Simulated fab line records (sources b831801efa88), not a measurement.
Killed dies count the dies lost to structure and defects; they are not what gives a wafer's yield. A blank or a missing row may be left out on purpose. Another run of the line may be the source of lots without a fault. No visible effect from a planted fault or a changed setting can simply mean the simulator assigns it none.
fab line records + flow sky130
record:
- lots: 6
- wafers: 18
- last-day: 49
route steps=708 shown METAL1@455 VIA1@458 PAD_OPEN@708
lots that met no fault: taken from a fault-free run of the same line
start-h: the number of hours between the record's first day and the start of the first shown wafer of the lot + wait-h: hours from the lot's prior step to this one + " identical to the entry in the row above + L1.1+2: a single row standing in for several wafers + - no value, or no start given + * or withheld: withheld + < > ~ a bound
route shown NAME@n: a module of which the file shows steps, and the number in the route of the first + usual: the fault-free wafers' mean and standard deviation + same: alike in all rows + chamber/n: place in a boat + sites: per-site readings + _std_site: their standard deviation + _edge_site: the outer-site mean with the inner-site mean subtracted + radius-mm: how far each site lies from the wafer's centre + mask NAME#n: copy n + behind: the most recent tool/chamber to have shaped the wafer + hold: why the lot was held/for how many hours/how that ended + device: the transistor (n, p or np) that didn't switch + end of line: tests run on the same wafers once the route is complete + where a step has no rows: the recipe by itself + killed: the dies lost at the first sort to structure and to defects; this is not the yield of the wafer + map: shows each die of a wafer: x if killed, . if not, _ if none is there
set.NAME: setting as actually run; set.NAME@STEP: the setting as run at that earlier step + model.NAME: the simulator's own value behind a step, which no gauge read
lots at selected steps of the route; one table per step, one row per wafer
services: a tool's chamber out of use, with start hour (start-h, from the record's first day; less than 0 if before it), hours out, and reason
== steps ==
step: SKY_METAL1_STRIP_21
recipe:
- chemistry: post-etch-residue-remover
- time-s: 1200
- temp-c: 72.5
step: SKY_METAL1_CLEAN_22
recipe:
- chemistry: IPA
- time-s: 180
- temp-c: 25
step: SKY_METAL1_CLEAN_23
recipe:
- chemistry: O3/DIW
- dry: n2-spin
step: SKY_VIA1_HDPCVD_00
recipe:
- material: SiO2
- target-thk-nm: 1030
- sigma-open-frac: 0.3
- time-s: 171.7
- temp-c: 400
- sih4-flow-sccm: 60
- pressure-mtorr: 6
step: SKY_VIA1_THK_MEAS_01
recipe:
- reads: SiO2_of_VIA1_HDPCVD_00
usual:
- VIA1_HDPCVD_THK: 1022/9.7
| lot.wafer | tool          | chamber | start-h | wait-h | VIA1_HDPCVD_THK[nm] |
|-----------|---------------|---------|---------|--------|---------------------|
| L827.1    | film-metro-04 | -       | 796.93  | 0.1    | 1006                |
| L827.3    | "             | -       | "       | "      | 1026                |
| L827.6    | "             | -       | "       | "      | 1009                |
| L829.1    | film-metro-03 | -       | 802.64  | 0.1    | 1026                |
| L829.3    | "             | -       | "       | "      | 1024                |
| L829.6    | "             | -       | "       | "      | 1025                |
| L837.3    | film-metro-04 | -       | 860.00  | 0.1    | 1030                |
| L837.5    | "             | -       | "       | "      | 1022                |
| L837.6    | "             | -       | "       | "      | 1023                |
| L840.1    | film-metro-01 | -       | 881.14  | 0.1    | 1010                |
| L840.4    | "             | -       | "       | "      | 1023                |
| L840.5    | "             | -       | "       | "      | 1017                |
| L841.2    | film-metro-04 | -       | 882.37  | 0.1    | 1030                |
| L841.3    | "             | -       | "       | "      | 1022                |
| L841.6    | "             | -       | "       | "      | 1022                |
| L844.3    | film-metro-01 | -       | 905.69  | 0.1    | 1007                |
| L844.5    | "             | -       | "       | "      | 1015                |
| L844.6    | "             | -       | "       | "      | 1007                |
step: SKY_VIA1_CMP_02
recipe:
- material: SiO2
- down-force-psi: 4
- platen-rpm: 60
- pad-velocity-m-s: 0.94248
usual:
- motor-current-A: 12.1/0.8
- platen-rpm: 60.00/0.036
| lot.wafer | tool   | chamber | start-h | wait-h | motor-current-A | platen-rpm |
|-----------|--------|---------|---------|--------|-----------------|------------|
| L827.3    | cmp-01 | 0       | 796.99  | 0.0    | 12.6            | 60.02      |
| L827.1    | "      | 3       | "       | "      | 12.3            | 60.01      |
| L827.6    | "      | 1       | "       | "      | 12.3            | 60.01      |
| L829.3    | cmp-01 | 2       | 802.70  | 0.0    | 12.0            | 60.02      |
| L829.1    | "      | 1       | "       | "      | 12.5            | 59.96      |
| L829.6    | "      | 3       | "       | "      | 11.7            | 60.00      |
| L837.3    | cmp-01 | 0       | 860.24  | 0.2    | 11.7            | 59.99      |
| L837.6    | "      | 2       | "       | "      | 11.8            | 59.97      |
| L837.5    | "      | 3       | "       | "      | 12.2            | 60.11      |
| L840.1    | cmp-02 | 1       | 881.30  | 0.1    | 14.0            | 60.01      |
| L840.4    | "      | 2       | "       | "      | 12.2            | 59.97      |
| L840.5    | "      | 0       | "       | "      | 10.9            | 60.02      |
| L841.2    | cmp-02 | 0       | 882.42  | 0.0    | 11.7            | 60.00      |
| L841.3    | "      | 3       | "       | "      | 10.9            | 60.02      |
| L841.6    | "      | 1       | "       | "      | 14.3            | 60.05      |
| L844.3    | cmp-01 | 3       | 905.88  | 0.2    | 12.9            | 60.04      |
| L844.6    | "      | 0       | "       | "      | 12.1            | 59.94      |
| L844.5    | "      | 1       | "       | "      | 12.6            | 60.01      |
step: SKY_VIA1_BOW_MEAS_03
recipe:
- mode: bow
usual:
- VIA1_BOW: 79/7.7
| lot.wafer | tool          | chamber | start-h | wait-h | VIA1_BOW[um] |
|-----------|---------------|---------|---------|--------|--------------|
| L827.1    | film-metro-01 | -       | 797.29  | 0.1    | 83           |
| L827.3    | "             | -       | "       | "      | 70           |
| L827.6    | "             | -       | "       | "      | 63           |
| L829.1    | film-metro-01 | -       | 803.00  | 0.1    | 72           |
| L829.3    | "             | -       | "       | "      | 82           |
| L829.6    | "             | -       | "       | "      | 79           |
| L837.3    | film-metro-04 | -       | 860.48  | 0.2    | 84           |
| L837.5    | "             | -       | "       | "      | 74           |
| L837.6    | "             | -       | "       | "      | 71           |
| L840.1    | film-metro-03 | -       | 881.50  | 0.1    | 87           |
| L840.4    | "             | -       | "       | "      | 86           |
| L840.5    | "             | -       | "       | "      | 81           |
| L841.2    | film-metro-01 | -       | 882.74  | 0.3    | 76           |
| L841.3    | "             | -       | "       | "      | 80           |
| L841.6    | "             | -       | "       | "      | 72           |
| L844.3    | film-metro-01 | -       | 906.07  | 0.1    | 90           |
| L844.5    | "             | -       | "       | "      | 89           |
| L844.6    | "             | -       | "       | "      | 92           |
step: SKY_VIA1_DEHYDRATE_04
recipe:
- temp-c: 200
- time-s: 60
step: SKY_VIA1_HMDS_05
recipe:
- prime-time-s: 60
- prime-temp-c: 120
step: SKY_VIA1_COAT_06
recipe:
- resist: BARC
- temp-c: withheld
- time-s: withheld
- spin-rpm: 3000
- resist-thk-nm: 60
step: SKY_VIA1_COAT_07
recipe:
- resist: KrF-thick
- spin-rpm: 3000
- resist-thk-nm: 450
step: SKY_VIA1_SOFTBAKE_08
recipe:
- temp-c: 100
- time-s: 90
- resist: KrF-thick
step: SKY_VIA1_EXPOSE_09
recipe:
- mask-id: VIM
- na: 0.8
- source-shape: annular
- sigma-inner: 0.55
- sigma-outer: 0.85
- target-cd-nm: 150
- dose-mj: 38
usual:
- reticle-temp-C: 22.99/0.11
- stage-vel-mm-s: 500.01/0.23
| lot.wafer | tool           | chamber | start-h | wait-h | mask  | reticle-temp-C | stage-vel-mm-s | model.VIA1.overlay-x-nm |
|-----------|----------------|---------|---------|--------|-------|----------------|----------------|-------------------------|
| L827.1    | krf-scanner-02 | 0       | 809.84  | -      | VIM#0 | 22.97          | 500.01         | -5.831                  |
| L827.3    | "              | 0       | "       | "      | VIM#0 | 23.20          | 499.84         | -5.831                  |
| L827.6    | "              | 0       | "       | "      | VIM#0 | 23.18          | 500.19         | -5.831                  |
| L829.1    | krf-scanner-01 | 0       | 816.25  | -      | VIM#0 | 23.04          | 499.90         | -3.198                  |
| L829.3    | "              | 0       | "       | "      | VIM#0 | 23.08          | 500.04         | -3.198                  |
| L829.6    | "              | 0       | "       | "      | VIM#0 | 22.96          | 499.88         | -3.198                  |
| L837.3    | krf-scanner-02 | 0       | 874.38  | -      | VIM#0 | 23.02          | 499.98         | 30.27                   |
| L837.5    | "              | 0       | "       | "      | VIM#0 | 23.17          | 499.92         | 30.27                   |
| L837.6    | "              | 0       | "       | "      | VIM#0 | 22.92          | 500.14         | 30.27                   |
| L840.1    | krf-scanner-01 | 0       | 893.63  | -      | VIM#0 | 23.00          | 499.83         | 0.5361                  |
| L840.4    | "              | 0       | "       | "      | VIM#0 | 23.02          | 500.12         | 0.5361                  |
| L840.5    | "              | 0       | "       | "      | VIM#0 | 23.10          | 499.90         | 0.5361                  |
| L841.2    | krf-scanner-02 | 0       | 895.30  | -      | VIM#0 | 23.01          | 499.63         | 35.51                   |
| L841.3    | "              | 0       | "       | "      | VIM#0 | 23.06          | 500.09         | 35.51                   |
| L841.6    | "              | 0       | "       | "      | VIM#0 | 23.15          | 499.54         | 35.51                   |
| L844.3    | krf-scanner-01 | 0       | 917.20  | -      | VIM#0 | 22.98          | 499.85         | 2.393                   |
| L844.5    | "              | 0       | "       | "      | VIM#0 | 22.88          | 499.85         | 2.393                   |
| L844.6    | "              | 0       | "       | "      | VIM#0 | 23.02          | 499.97         | 2.393                   |
step: SKY_VIA1_PEB_10
recipe:
- peb-temp-c: withheld
- peb-time-s: withheld
- resist: KrF-thick
step: SKY_VIA1_DEVELOP_11
recipe:
- develop-time-s: 60
- resist: KrF-thick
- dev-temp-c: 21
step: SKY_VIA1_CD_MEAS_12
recipe:
- target-cd-nm: 150
usual:
- cd-nm: 149.8/1.6
| lot.wafer | tool      | chamber | start-h | wait-h | cd-nm |
|-----------|-----------|---------|---------|--------|-------|
| L827.1    | cd-sem-02 | -       | 823.75  | -      | 147.9 |
| L827.3    | "         | -       | "       | "      | 149.5 |
| L827.6    | "         | -       | "       | "      | 150.7 |
| L829.1    | cd-sem-02 | -       | 830.04  | -      | 152.1 |
| L829.3    | "         | -       | "       | "      | 151.6 |
| L829.6    | "         | -       | "       | "      | 150.3 |
| L837.3    | cd-sem-02 | -       | 887.58  | -      | 150.1 |
| L837.5    | "         | -       | "       | "      | 151.7 |
| L837.6    | "         | -       | "       | "      | 150.4 |
| L840.1    | cd-sem-01 | -       | 906.45  | -      | 149.5 |
| L840.4    | "         | -       | "       | "      | 150.9 |
| L840.5    | "         | -       | "       | "      | 150.9 |
| L841.2    | cd-sem-02 | -       | 908.22  | -      | 148.9 |
| L841.3    | "         | -       | "       | "      | 151.0 |
| L841.6    | "         | -       | "       | "      | 149.3 |
| L844.3    | cd-sem-01 | -       | 930.33  | -      | 150.7 |
| L844.5    | "         | -       | "       | "      | 149.7 |
| L844.6    | "         | -       | "       | "      | 150.0 |
step: SKY_VIA1_OVL_MEAS_13
usual:
- VIA1_OVL: 1/5
| lot.wafer | tool       | chamber | start-h | wait-h | VIA1_OVL[nm] |
|-----------|------------|---------|---------|--------|--------------|
| L827.1    | overlay-01 | -       | 823.87  | 0.1    | 5            |
| L827.3    | "          | -       | "       | "      | -4           |
| L827.6    | "          | -       | "       | "      | -10          |
| L829.1    | overlay-01 | -       | 830.16  | 0.1    | 3            |
| L829.3    | "          | -       | "       | "      | -2           |
| L829.6    | "          | -       | "       | "      | -4           |
| L837.3    | overlay-01 | -       | 887.68  | 0.1    | 32           |
| L837.5    | "          | -       | "       | "      | 33           |
| L837.6    | "          | -       | "       | "      | 30           |
| L840.1    | overlay-01 | -       | 906.57  | 0.1    | 3            |
| L840.4    | "          | -       | "       | "      | 7            |
| L840.5    | "          | -       | "       | "      | -3           |
| L841.2    | overlay-01 | -       | 908.33  | 0.1    | 38           |
| L841.3    | "          | -       | "       | "      | 34           |
| L841.6    | "          | -       | "       | "      | 41           |
| L844.3    | overlay-02 | -       | 930.43  | 0.1    | 3            |
| L844.5    | "          | -       | "       | "      | 8            |
| L844.6    | "          | -       | "       | "      | 2            |
step: SKY_VIA1_ETCH_14
recipe:
- chemistry: N2/H2
- target: BARC
- ion-energy-ev: 200
- source-w: 500
- bias-w: 100
- pressure-mtorr: 30
- n2-flow-sccm: 100
- h2-flow-sccm: 200
- stop-on: SiO2
- time-s: 45.9
- target-depth-a: 600
usual:
- drypump-motor-current-A: 5.9/0.4
- oes-product-au: 0.856/0.0042
- throttle-valve-pct: 13.226/0.009
| lot.wafer | tool        | chamber | start-h | wait-h | drypump-motor-current-A | oes-product-au | rf-hours-counter-h | throttle-valve-pct |
|-----------|-------------|---------|---------|--------|-------------------------|----------------|--------------------|--------------------|
| L827.1    | rie-diel-03 | 3       | 823.91  | 0.0    | 6.2                     | 0.858          | 7                  | 13.244             |
| L827.3    | "           | 2       | "       | "      | 5.5                     | 0.860          | 9                  | 13.219             |
| L827.6    | "           | 3       | "       | "      | 6.1                     | 0.853          | -                  | 13.223             |
| L829.1    | rie-diel-02 | 0       | 830.20  | 0.0    | 5.3                     | 0.855          | 9                  | 13.230             |
| L829.3    | "           | 1       | "       | "      | 6.2                     | 0.858          | 4                  | 13.217             |
| L829.6    | "           | 2       | "       | "      | 5.5                     | 0.860          | -                  | 13.222             |
| L837.3    | rie-diel-02 | 3       | 887.70  | 0.0    | 5.5                     | 0.858          | 3                  | 13.210             |
| L837.5    | "           | 1       | "       | "      | 6.2                     | 0.854          | -                  | 13.225             |
| L837.6    | "           | 2       | "       | "      | 5.6                     | 0.853          | -                  | 13.208             |
| L840.1    | rie-diel-04 | 2       | 906.61  | 0.0    | 6.2                     | 0.855          | 24                 | 13.226             |
| L840.4    | "           | 0       | "       | "      | 6.2                     | 0.857          | 9                  | 13.229             |
| L840.5    | "           | 1       | "       | "      | 6.0                     | 0.849          | -                  | 13.218             |
| L841.2    | rie-diel-02 | 0       | 908.36  | 0.0    | 5.3                     | 0.850          | 11                 | 13.226             |
| L841.3    | "           | 3       | "       | "      | 5.5                     | 0.855          | 3                  | 13.228             |
| L841.6    | "           | 1       | "       | "      | 6.2                     | 0.852          | -                  | 13.236             |
| L844.3    | rie-diel-03 | 1       | 930.45  | 0.0    | 6.3                     | 0.862          | 20                 | 13.216             |
| L844.5    | "           | 3       | "       | "      | 6.2                     | 0.853          | -                  | 13.218             |
| L844.6    | "           | 0       | "       | "      | 6.5                     | 0.858          | -                  | 13.222             |
step: SKY_PAD_OPEN_PROBE_99
usual:
- defect-limited-yield: 82.1/1.9
- killed_at_M0_to_M3: 44/6.6
- killed_at_M4_up: 3.0/1.9
- killed-at-contacts: 24/5.1
- killed-at-front-end: 16/4.6
- killed-at-other: 0.3/0.59
- killed-dies: 88/9.5
- killed-open: 48/6.7
- killed-short: 40/6.1
- sort_bin_3_pad_short: 0.9/0.43
- sort_bin_5_function: 10.7/1.6
- sort_bin_6_memory: 6.3/1.1
- sort-n-pass: 404/9.5
- sort-yield-pct: 82.1/1.9
same:
- gross-dies: 492
- killed-at-back-side: 0
- sort_bin_4_leakage[%]: 0
- sort_bin_8_speed[%]: 0
| lot.wafer | tool      | chamber | start-h | wait-h | defect-limited-yield[%] | killed_at_M0_to_M3 | killed_at_M4_up | killed-at-contacts | killed-at-front-end | killed-at-other | killed-dies | killed-open | killed-short | sort_bin_3_pad_short[%] | sort_bin_5_function[%] | sort_bin_6_memory[%] | sort-n-pass | sort-yield-pct[%] |
|-----------|-----------|---------|---------|--------|-------------------------|--------------------|-----------------|--------------------|---------------------|-----------------|-------------|-------------|--------------|-------------------------|------------------------|----------------------|-------------|-------------------|
| L829.1    | prober-02 | -       | 1109.91 | 0.1    | 82.9                    | 34                 | 7               | 23                 | 20                  | 0               | 84          | 49          | 35           | 0.8                     | 10.2                   | 6.1                  | 408         | 82.9              |
| L829.3    | prober-02 | -       | 1110.01 | 0.2    | 84.3                    | 37                 | 6               | 20                 | 14                  | 0               | 77          | 37          | 40           | 1.0                     | 8.1                    | 6.5                  | 415         | 84.3              |
| L829.6    | prober-02 | -       | 1110.16 | 0.2    | 81.7                    | 46                 | 4               | 26                 | 14                  | 0               | 90          | 48          | 42           | 1.0                     | 10.2                   | 7.1                  | 402         | 81.7              |
killed by level:class
L829.1 VIA1:geometric-particle:open=12 CONTACT:geometric-particle:open=8 LI_CONTACT:geometric-particle:open=7 VIA1:geometric-particle:short=7 POLY_GATE:geometric-particle:short=5 METAL4:geometric-particle:short=5 FIELD_ISO:geometric-particle:open=4 POLY_GATE:geometric-particle:open=4
L829.3 CONTACT:geometric-particle:open=7 METAL1:geometric-particle:short=6 POLY_GATE:geometric-particle:open=5 LI_CONTACT:geometric-particle:open=5 VIA1:geometric-particle:open=5 METAL2:geometric-particle:short=5 POLY_GATE:geometric-particle:short=4 LI_CONTACT:geometric-particle:short=4
L829.6 VIA1:geometric-particle:open=13 CONTACT:geometric-particle:open=11 METAL2:geometric-particle:short=7 VIA2:geometric-particle:open=6 LOCAL_INTERCONNECT:geometric-particle:short=6 METAL1:geometric-particle:short=6 FIELD_ISO:geometric-particle:short=5 LI_CONTACT:geometric-particle:open=5
== services ==
| tool           | chamber | start-h | hours | kind                           |
|----------------|---------|---------|-------|--------------------------------|
| krf-scanner-01 | -       | 775.81  | 1.3   | pm                             |
| krf-scanner-01 | -       | 778.79  | 0.8   | pm                             |
| krf-scanner-01 | -       | 780.44  | 1.0   | pm                             |
| cmp-01         | -       | 790.56  | 4.5   | repair                         |
| cmp-01         | -       | 791.32  | 0.9   | repair                         |
| cmp-01         | -       | 792.12  | 0.9   | repair                         |
| rie-diel-02    | -       | 801.33  | 6.2   | repair                         |
| krf-scanner-02 | -       | 805.17  | 1.0   | pm                             |
| krf-scanner-02 | -       | 814.91  | 4.0   | pm                             |
| rie-diel-03    | -       | 817.82  | 0.2   | repair                         |
| cmp-02         | -       | 819.17  | 32.7  | repair                         |
| krf-scanner-02 | -       | 837.15  | 17.0  | repair                         |
| rie-diel-03    | 0       | 850.67  | 3.9   | repair                         |
| cmp-01         | -       | 851.24  | 1.2   | repair                         |
| rie-diel-04    | -       | 857.98  | 0.7   | repair                         |
| rie-diel-04    | 0       | 859.34  | 7.8   | repair                         |
| krf-scanner-02 | -       | 893.19  | 0.8   | pm                             |
| krf-scanner-01 | -       | 897.18  | 4.4   | pm                             |
| rie-diel-02    | -       | 901.98  | 0.7   | repair                         |
| krf-scanner-02 | -       | 904.74  | 1.3   | pm                             |
| cmp-01         | -       | 912.36  | 4.0   | pm                             |
| krf-scanner-01 | -       | 915.72  | 1.3   | pm                             |
| cmp-01         | -       | 916.36  | -     | consumable-replace:conditioner |
| rie-diel-03    | 0       | 926.82  | 2.1   | repair                         |
== key ==
first-sign:
- step: SKY_VIA1_OVL_MEAS_13
- reading: VIA1_OVL
- direction: up
- sigmas: 6.9
- usual: 1
- struck: 35
effect none on later readings
model-effect:
- step: SKY_VIA1_EXPOSE_09
- value: VIA1.overlay-x-nm
- without: 3.345
- struck: 32.89
met-at SKY_VIA1_EXPOSE_09
struck-wafers L837.3,L837.5,L837.6,L841.2,L841.3,L841.6
onset-between 809.84 874.38
fault:
- kind: scanner-matching-overlay
- tool: krf-scanner-02
- chamber: -
- onset-h: 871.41
- steps: SKY_VIA1_EXPOSE_09
- offset: 29.542
